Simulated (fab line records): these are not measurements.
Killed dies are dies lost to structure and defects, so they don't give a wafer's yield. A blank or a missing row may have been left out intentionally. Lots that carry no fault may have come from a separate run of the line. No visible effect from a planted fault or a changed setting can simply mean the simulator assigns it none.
Split-lot experiment || flow sky130 || route with 708 steps; 5 lots, 23 wafers read

ABOUT THE SPLIT
At SKY_SONOS_ONO_OXIDATION_00 (stabilise 600 s, purge 300 s, target thk 2.6 nm), the setting ox_time_s was moved away from the recipe's 1249 s on 20 of the 23 wafers read, by -8.3% to +9.7%. The other wafers ran this setting at the recipe's value.

Reading taken at the split's own step.

THE READING
SiO2_of_SONOS_ONO_OXIDATION_00.thk_nm (the simulator's own value, which no gauge read), in nm, at SKY_SONOS_ONO_OXIDATION_00 (stabilise 600 s, purge 300 s, target thk 2.6 nm). There is no usual value for it anywhere in the file. The 3 wafers here that ran the recipe average 2.639 nm, standard deviation 0.011 nm.

{"wafer": "L074.1", "tool, chamber at the split": "-, -", "ox_time_s as run, s": 1199, "against the recipe": "-4.0%", "SiO2_of_SONOS_ONO_OXIDATION_00.thk_nm, nm": 2.56, "against lot-mates on the recipe": "no lot-mate on the recipe"}
{"wafer": "L074.3", "tool, chamber at the split": "-, -", "ox_time_s as run, s": 1199, "against the recipe": "-4.0%", "SiO2_of_SONOS_ONO_OXIDATION_00.thk_nm, nm": 2.564, "against lot-mates on the recipe": "no lot-mate on the recipe"}
{"wafer": "L074.4", "tool, chamber at the split": "-, -", "ox_time_s as run, s": 1199, "against the recipe": "-4.0%", "SiO2_of_SONOS_ONO_OXIDATION_00.thk_nm, nm": 2.571, "against lot-mates on the recipe": "no lot-mate on the recipe"}
{"wafer": "L074.5", "tool, chamber at the split": "-, -", "ox_time_s as run, s": 1199, "against the recipe": "-4.0%", "SiO2_of_SONOS_ONO_OXIDATION_00.thk_nm, nm": 2.588, "against lot-mates on the recipe": "no lot-mate on the recipe"}
{"wafer": "L074.6", "tool, chamber at the split": "-, -", "ox_time_s as run, s": 1199, "against the recipe": "-4.0%", "SiO2_of_SONOS_ONO_OXIDATION_00.thk_nm, nm": 2.568, "against lot-mates on the recipe": "no lot-mate on the recipe"}
{"wafer": "L079.4", "tool, chamber at the split": "furnace-02, 0", "ox_time_s as run, s": 1249, "against the recipe": "recipe", "SiO2_of_SONOS_ONO_OXIDATION_00.thk_nm, nm": 2.651, "against lot-mates on the recipe": "-"}
{"wafer": "L079.5", "tool, chamber at the split": "furnace-02, 0", "ox_time_s as run, s": 1249, "against the recipe": "recipe", "SiO2_of_SONOS_ONO_OXIDATION_00.thk_nm, nm": 2.642, "against lot-mates on the recipe": "-"}
{"wafer": "L079.6", "tool, chamber at the split": "furnace-02, 0", "ox_time_s as run, s": 1249, "against the recipe": "recipe", "SiO2_of_SONOS_ONO_OXIDATION_00.thk_nm, nm": 2.625, "against lot-mates on the recipe": "-"}
{"wafer": "L082.1", "tool, chamber at the split": "-, -", "ox_time_s as run, s": 1370, "against the recipe": "+9.7%", "SiO2_of_SONOS_ONO_OXIDATION_00.thk_nm, nm": 2.743, "against lot-mates on the recipe": "no lot-mate on the recipe"}
{"wafer": "L082.2", "tool, chamber at the split": "-, -", "ox_time_s as run, s": 1370, "against the recipe": "+9.7%", "SiO2_of_SONOS_ONO_OXIDATION_00.thk_nm, nm": 2.741, "against lot-mates on the recipe": "no lot-mate on the recipe"}
{"wafer": "L082.4", "tool, chamber at the split": "-, -", "ox_time_s as run, s": 1370, "against the recipe": "+9.7%", "SiO2_of_SONOS_ONO_OXIDATION_00.thk_nm, nm": 2.756, "against lot-mates on the recipe": "no lot-mate on the recipe"}
{"wafer": "L082.5", "tool, chamber at the split": "-, -", "ox_time_s as run, s": 1370, "against the recipe": "+9.7%", "SiO2_of_SONOS_ONO_OXIDATION_00.thk_nm, nm": 2.752, "against lot-mates on the recipe": "no lot-mate on the recipe"}
{"wafer": "L082.6", "tool, chamber at the split": "-, -", "ox_time_s as run, s": 1370, "against the recipe": "+9.7%", "SiO2_of_SONOS_ONO_OXIDATION_00.thk_nm, nm": 2.745, "against lot-mates on the recipe": "no lot-mate on the recipe"}
{"wafer": "L083.1", "tool, chamber at the split": "-, -", "ox_time_s as run, s": 1145, "against the recipe": "-8.3%", "SiO2_of_SONOS_ONO_OXIDATION_00.thk_nm, nm": 2.467, "against lot-mates on the recipe": "no lot-mate on the recipe"}
{"wafer": "L083.2", "tool, chamber at the split": "-, -", "ox_time_s as run, s": 1145, "against the recipe": "-8.3%", "SiO2_of_SONOS_ONO_OXIDATION_00.thk_nm, nm": 2.449, "against lot-mates on the recipe": "no lot-mate on the recipe"}
{"wafer": "L083.3", "tool, chamber at the split": "-, -", "ox_time_s as run, s": 1145, "against the recipe": "-8.3%", "SiO2_of_SONOS_ONO_OXIDATION_00.thk_nm, nm": 2.448, "against lot-mates on the recipe": "no lot-mate on the recipe"}
{"wafer": "L083.4", "tool, chamber at the split": "-, -", "ox_time_s as run, s": 1145, "against the recipe": "-8.3%", "SiO2_of_SONOS_ONO_OXIDATION_00.thk_nm, nm": 2.416, "against lot-mates on the recipe": "no lot-mate on the recipe"}
{"wafer": "L083.5", "tool, chamber at the split": "-, -", "ox_time_s as run, s": 1145, "against the recipe": "-8.3%", "SiO2_of_SONOS_ONO_OXIDATION_00.thk_nm, nm": 2.472, "against lot-mates on the recipe": "no lot-mate on the recipe"}
{"wafer": "L084.1", "tool, chamber at the split": "-, -", "ox_time_s as run, s": 1171, "against the recipe": "-6.2%", "SiO2_of_SONOS_ONO_OXIDATION_00.thk_nm, nm": 2.496, "against lot-mates on the recipe": "no lot-mate on the recipe"}
{"wafer": "L084.2", "tool, chamber at the split": "-, -", "ox_time_s as run, s": 1171, "against the recipe": "-6.2%", "SiO2_of_SONOS_ONO_OXIDATION_00.thk_nm, nm": 2.478, "against lot-mates on the recipe": "no lot-mate on the recipe"}
{"wafer": "L084.3", "tool, chamber at the split": "-, -", "ox_time_s as run, s": 1171, "against the recipe": "-6.2%", "SiO2_of_SONOS_ONO_OXIDATION_00.thk_nm, nm": 2.466, "against lot-mates on the recipe": "no lot-mate on the recipe"}
{"wafer": "L084.5", "tool, chamber at the split": "-, -", "ox_time_s as run, s": 1171, "against the recipe": "-6.2%", "SiO2_of_SONOS_ONO_OXIDATION_00.thk_nm, nm": 2.455, "against lot-mates on the recipe": "no lot-mate on the recipe"}
{"wafer": "L084.6", "tool, chamber at the split": "-, -", "ox_time_s as run, s": 1171, "against the recipe": "-6.2%", "SiO2_of_SONOS_ONO_OXIDATION_00.thk_nm, nm": 2.464, "against lot-mates on the recipe": "no lot-mate on the recipe"}

THE FIT
A straight line over all 23 wafers: SiO2_of_SONOS_ONO_OXIDATION_00.thk_nm changes by +0.0166 nm for each +1% of ox_time_s; r = +0.97; the points scatter about the line by 0.031 nm.
Too few moved wafers with a lot-mate on the recipe to fit a line net of each lot's own level.

THE FILE'S OWN FIT
SiO2_of_SONOS_ONO_OXIDATION_00.thk_nm changes by +0.0165 nm for each +1% of ox_time_s, r = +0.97.
